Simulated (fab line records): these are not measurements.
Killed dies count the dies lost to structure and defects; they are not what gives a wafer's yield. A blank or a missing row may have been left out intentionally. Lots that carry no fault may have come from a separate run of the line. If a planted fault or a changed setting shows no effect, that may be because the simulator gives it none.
Check for tools in common	flow gf180mcu	Sampled: 11 lots, 39 wafers

## THE REASON FOR OPENING IT
GF_VT_IMPLANT_RS_MEAS_48, reading LVPWELL_RS: flagged on 2 of 11 lots. Wafers without a fault read 1195 ohm/sq, standard deviation 3.1.
Rule: a lot gets a flag if all its wafers with a number sit over 4 standard deviations from that mean, or if no wafer of it has a number. The rest of the lots are taken to be sound.

lot	measured	on	LVPWELL_RS (ohm/sq), wafer by wafer	flag
L978	day 7 11:32	filmMetro-04	1187 1191 1189	
L982	day 8 12:44	filmMetro-03	1195 1194 1194	
L984	day 9 03:44	filmMetro-04	1191 1189 1196	
L985	day 9 08:29	filmMetro-04	1192 1190 1190	
L986	day 9 16:02	filmMetro-03	1192 1190 1192	
L987	day 9 22:22	filmMetro-04	1191 1190 1194	
L994	day 12 04:17	filmMetro-04	1194 1193 1192	
L995	day 12 09:21	filmMetro-03	1153 1148 1152 1154 1147 1151	FLAGGED
L996	day 12 15:35	filmMetro-04	1147 1149 1150 1149 1147 1148	FLAGGED
L997	day 12 23:40	filmMetro-03	1197 1196 1195	
L101	day 13 23:32	filmMetro-01	1198 1202 1198	
The numbers of the flagged lots are 1150 ohm/sq on average: -45 ohm/sq against the usual, or -15 standard deviations.

## EACH LOT AND THE TOOL IT RAN ON
The record holds 2 process steps before the reading, out of a route of 602 steps. Each cell gives the tool, then ch followed by the chambers the sampled wafers passed through, then the start.
lot	flag	GF_LVPWELL_IMPLANT_08	GF_VT_IMPLANT_STRIP_20
L978		implanter-02 ch 0, day 3 21:07	plasmaAsher-01 ch 0,1, day 6 05:19
L982		implanter-02 ch 0, day 4 18:02	plasmaAsher-02 ch 0,1, day 7 04:14
L984		implanter-03 ch 0, day 5 06:14	plasmaAsher-02 ch 0,1, day 7 18:25
L985		implanter-02 ch 0, day 5 10:56	plasmaAsher-02 ch 0,1, day 7 23:07
L986		implanter-02 ch 0, day 5 16:53	plasmaAsher-02 ch 0,1, day 8 05:43
L987		implanter-02 ch 0, day 5 21:50	plasmaAsher-03 ch 0,1, day 8 13:08
L994		implanter-03 ch 0, day 7 17:37	plasmaAsher-02 ch 0,1, day 10 13:35
L995	FLAGGED	implanter-02 ch 0, day 7 22:23	plasmaAsher-01 ch 0,1, day 10 20:07
L996	FLAGGED	implanter-02 ch 0, day 8 01:26	plasmaAsher-03 ch 0,1, day 11 00:14
L997		implanter-03 ch 0, day 8 09:07	plasmaAsher-01 ch 0,1, day 11 07:26
L101		implanter-03 ch 0, day 9 04:42	plasmaAsher-03 ch 0,1, day 12 05:55
What is done by these steps:
- GF_LVPWELL_IMPLANT_08
- GF_VT_IMPLANT_STRIP_20: strips in O2/N2.
- GF_VT_IMPLANT_RS_MEAS_48: measures by four-point-probe.

## FLAGGED AGAINST TOTAL, ONE TOOL AT A TIME (gauges that did the reading follow at the end)
step	tool	lots run	flagged	share of the flagged lots	sound lots run after its first flagged lot
GF_LVPWELL_IMPLANT_08	implanter-02	7	2	all	0
GF_LVPWELL_IMPLANT_08	implanter-03	4	0	none	-
GF_VT_IMPLANT_STRIP_20	plasmaAsher-01	3	1	some	1 (L997)
GF_VT_IMPLANT_STRIP_20	plasmaAsher-02	5	0	none	-
GF_VT_IMPLANT_STRIP_20	plasmaAsher-03	3	1	some	1 (L101)
GF_VT_IMPLANT_RS_MEAS_48	filmMetro-01	1	0	none	-
GF_VT_IMPLANT_RS_MEAS_48	filmMetro-03	4	1	some	1 (L997)
GF_VT_IMPLANT_RS_MEAS_48	filmMetro-04	6	1	some	0

## WHAT IS ALLOWED BY THE TABLE
Rows of the table that ran each flagged lot: 1, that is implanter-02 at GF_LVPWELL_IMPLANT_08.
- implanter-02 at GF_LVPWELL_IMPLANT_08: 2 of its 7 lots flagged. Last sound lot L987 at day 5 21:50, first flagged lot L995 at day 7 22:23; a fault beginning in between fits. Its own readings lie more than 4 standard deviations out on every wafer of the flagged lots: doseIonsCm2.
implanter-02 at GF_LVPWELL_IMPLANT_08 is the single tool remaining.

## WHAT THE SIMULATOR HAD INSERTED
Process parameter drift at GF_LVPWELL_IMPLANT_08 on implanter-02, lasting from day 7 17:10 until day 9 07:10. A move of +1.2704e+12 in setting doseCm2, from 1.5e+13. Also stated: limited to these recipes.
Lots struck among those shown: L995, L996. Same finding as the rule above.
